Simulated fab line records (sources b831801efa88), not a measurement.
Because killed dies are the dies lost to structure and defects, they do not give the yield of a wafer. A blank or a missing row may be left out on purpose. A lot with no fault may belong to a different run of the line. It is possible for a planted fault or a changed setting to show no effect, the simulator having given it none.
Matching of chambers -- flow gf180mcu -- GF_M5_ETCH_09 on rie_diel-03 has 4 sister chambers
The step etches Si3N4 in CF4/O2, target depth 52 nm, time 11.6 s. 20 wafers are shown with their chamber, then 10 later ones without.

## EACH WAFER AND ITS CHAMBER
wafer,chamber,drypump_motor_current_A (A),throttle_valve_pct (%),bias_w (W)
L076.2,0,6.2,5.964,149.9
L076.4,1,5.2,5.970,150.0
L076.6,3,6.1,5.963,150.0
L079.3,2,6.1,5.957,150.2
L079.5,1,5.2,5.965,150.0
L079.6,2,6.2,5.962,150.0
L080.2,0,6.2,5.957,150.2
L080.3,3,6.1,5.976,150.2
L080.5,3,6.1,5.982,149.8
L081.3,2,6.1,5.979,150.1
L081.4,0,6.2,5.963,149.4
L081.6,2,6.1,5.980,150.2
L083.2,2,6.1,5.971,150.6
L083.3,1,5.2,5.976,150.3
L083.5,1,5.2,5.981,149.7
L084.3,2,6.1,5.976,149.6
L084.5,0,6.2,5.964,149.4
L084.6,1,5.2,5.978,149.7
L089.1,3,6.1,5.970,149.4
L089.5,1,5.2,5.966,149.3

SIGNATURES (averages over the wafers above)
reading,chamber 0,chamber 1,chamber 2,chamber 3,scatter within a chamber
drypump_motor_current_A,6.200,5.200,6.117,6.100,0.0228
throttle_valve_pct,5.96200,5.97267,5.97083,5.97275,0.0075
bias_w,149.725,149.833,150.117,149.850,0.348
Rule: for a wafer and a chamber, the distance is found by dividing, reading by reading, the gap between the wafer's reading and the chamber's mean by the reading's scatter, squaring, summing and taking the root. If the next closest chamber is less than 2 further off than the closest, the wafer can't be placed; otherwise it belongs to the closest. How the scatter is found: for the shown wafers, subtract from each reading the mean of its chamber, square and add these, divide the total by (wafers less chambers), then take the root.

## WAFERS WITHOUT THEIR CHAMBER
wafer,drypump_motor_current_A (A),throttle_valve_pct (%),bias_w (W)
L089.6,6.1,5.979,150.6
L092.1,6.1,5.989,149.6
L092.4,6.1,5.979,150.2
L092.6,5.2,5.963,149.9
L097.1,6.1,5.972,150.3
L097.3,6.1,5.958,151.4
L097.4,6.2,5.957,150.3
L096.2,6.1,5.959,149.8
L096.5,6.2,5.967,150.4
L096.6,5.2,5.969,149.8

## THE CHAMBER EACH PASSED THROUGH
wafer,from the rows above,in truth
L089.6,can't be placed: 2 or 3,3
L092.1,can't be placed: 3 or 2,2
L092.4,can't be placed: 3 or 2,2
L092.6,1,1
L097.1,can't be placed: 2 or 3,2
L097.3,can't be placed: 2 or 3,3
L097.4,0,0
L096.2,can't be placed: 3 or 2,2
L096.5,can't be placed: 0 or 2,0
L096.6,1,1
Correct placement for 3 of the 10. Unplaceable from these rows: 7, with the true chamber sitting among the candidates in 7. Number placed wrongly: 0.
